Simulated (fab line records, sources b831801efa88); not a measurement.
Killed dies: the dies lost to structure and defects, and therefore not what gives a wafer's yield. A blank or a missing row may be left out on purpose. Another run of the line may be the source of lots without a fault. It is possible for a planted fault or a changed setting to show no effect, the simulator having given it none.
Struck lot and sound lot, side by side + flow sky130 + 22 out of 708 route steps
Sound: wafers L569.2, L569.5, L569.6. Wafers struck: L580.2, L580.3, L580.6. The cause is named last.
Order at every step that has rows: each side's tool, ch and its chambers, its first start. Under that, the readings that differ: sound wafers + struck wafers + difference of the means + sigmas: that difference in standard deviations of wafers without a fault.
alike: same words and numbers on both sides, and readings whose means sit less than 2 such deviations apart. not compared: any withheld reading, any reading some wafer has no value for, any bound like >300 that may hide the same value, and any number with overlapping values for which the record gives no deviation.
The two part at a step that has a row with sigmas, a row that says differs or no value, or rows on one side only. When numbers do not overlap yet have no deviation, they are printed without sigmas and do not part them. A reading that every wafer of one side lacks parts them only if that side has two wafers or more.

SKY_SD_N_RTA_14: time 2 s.
  sound on rtp-anneal-01 ch 0, day 30 19:48; struck on rtp-anneal-02 ch 0, day 34 05:07
  alike: lamp-power-pct, wafer_temp_C_max
SKY_SD_N_RS_MEAS_16: the measuring method here is four-point-probe.
  struck on film-metro-02, day 34 05:17; sound on film-metro-04, day 30 20:02
| reading          | sound             | struck            | difference | sigmas |
|------------------|-------------------|-------------------|------------|--------|
| SD_N_RS (ohm/sq) | 68.26 68.16 68.38 | 68.69 68.66 68.51 | +0.35      | +3     |
SKY_SD_N_RS_MEAS_17: the measuring method here is four-point-probe.
  struck on film-metro-02, day 34 05:25; sound on film-metro-04, day 30 20:09
  alike: SD_P_RS
SKY_SD_N_RS_MEAS_18: the measuring method here is four-point-probe.
  struck on film-metro-02, day 34 05:32; sound on film-metro-04, day 30 20:16
  alike: RES_XHIGH_RS
then, 2 steps without rows for these wafers: SKY_SALICIDE_CLEAN_00 (cleans in HF-last, time 30 s); SKY_LI_CONTACT_HDPCVD_00 (deposits PSG, target thk 930 nm, time 155 s).
SKY_LI_CONTACT_THK_MEAS_01:
  struck on film-metro-04, day 34 05:46; sound on film-metro-03, day 30 20:30
  alike: LI_CONTACT_HDPCVD_THK
SKY_LI_CONTACT_CMP_02: polishes PSG.
  sound on cmp-01 ch 0,3, day 30 20:33; struck on cmp-01 ch 1,2,3, day 34 05:55
  alike: motor-current-A, time-to-endpoint-s
SKY_LI_CONTACT_BOW_MEAS_03:
  struck on film-metro-03, day 34 06:08; sound on film-metro-03, day 30 20:52
| reading             | sound    | struck   | difference | sigmas |
|---------------------|----------|----------|------------|--------|
| LI_CONTACT_BOW (um) | 49 66 65 | 40 41 47 | -17        | -3     |
then, 2 steps without rows for these wafers: SKY_LI_CONTACT_DEHYDRATE_04 (time 60 s); SKY_LI_CONTACT_HMDS_05 (prime time 60 s).
SKY_LI_CONTACT_COAT_06: resist thk 60 nm.
  sound on litho-track-03 ch 0, day 31 10:21; struck on litho-track-04 ch 0, day 34 18:15
then, 5 steps without rows for these wafers: SKY_LI_CONTACT_COAT_07 (resist thk 450 nm); SKY_LI_CONTACT_SOFTBAKE_08 (time 90 s); SKY_LI_CONTACT_EXPOSE_09 (exposes mask LICM1, target cd 170 nm); SKY_LI_CONTACT_PEB_10; SKY_LI_CONTACT_DEVELOP_11 (develop time 60 s).
SKY_LI_CONTACT_CD_MEAS_12 targets a cd of 170 nm.
  struck on cd-sem-02, day 35 07:56; sound on cd-sem-02, day 32 01:18
  alike: cd-nm
SKY_LI_CONTACT_OVL_MEAS_13:
  struck on overlay-01, day 35 08:03; sound on overlay-02, day 32 01:24
  alike: LI_CONTACT_OVL
SKY_LI_CONTACT_ETCH_14: etches BARC in N2/H2, stops on SiO2, time 45.9 s, target depth 60 nm.
  sound on rie-diel-02 ch 0,3, day 32 01:26; struck on rie-diel-03 ch 0,1,3, day 35 08:05
| reading                  | sound             | struck           | difference | sigmas |
|--------------------------|-------------------|------------------|------------|--------|
| model.etch.depth-nm (nm) | 59.83 60.02 59.85 | 59.3 59.35 59.32 | -0.6       |        |
  alike: drypump-motor-current-A, oes-product-au, throttle-valve-pct
  not compared: rf-hours-counter-h
SKY_LI_CONTACT_ETCH_15: etches PSG in C4F8/O2/Ar, stops on Si, target depth 600 nm.
  sound on rie-diel-02 ch 0,3, day 32 01:29; struck on rie-diel-03 ch 0,1,3, day 35 08:07
  alike: oes-product-au
SKY_PAD_OPEN_PROBE_99:
  the record has rows for the sound wafers here (prober-02, day 47 19:15) and none for the struck ones

## WHERE THEY PART
Earliest at SKY_SD_N_RS_MEAS_16; latest, in this record, at SKY_PAD_OPEN_PROBE_99.

WHY: whatever the simulator had introduced
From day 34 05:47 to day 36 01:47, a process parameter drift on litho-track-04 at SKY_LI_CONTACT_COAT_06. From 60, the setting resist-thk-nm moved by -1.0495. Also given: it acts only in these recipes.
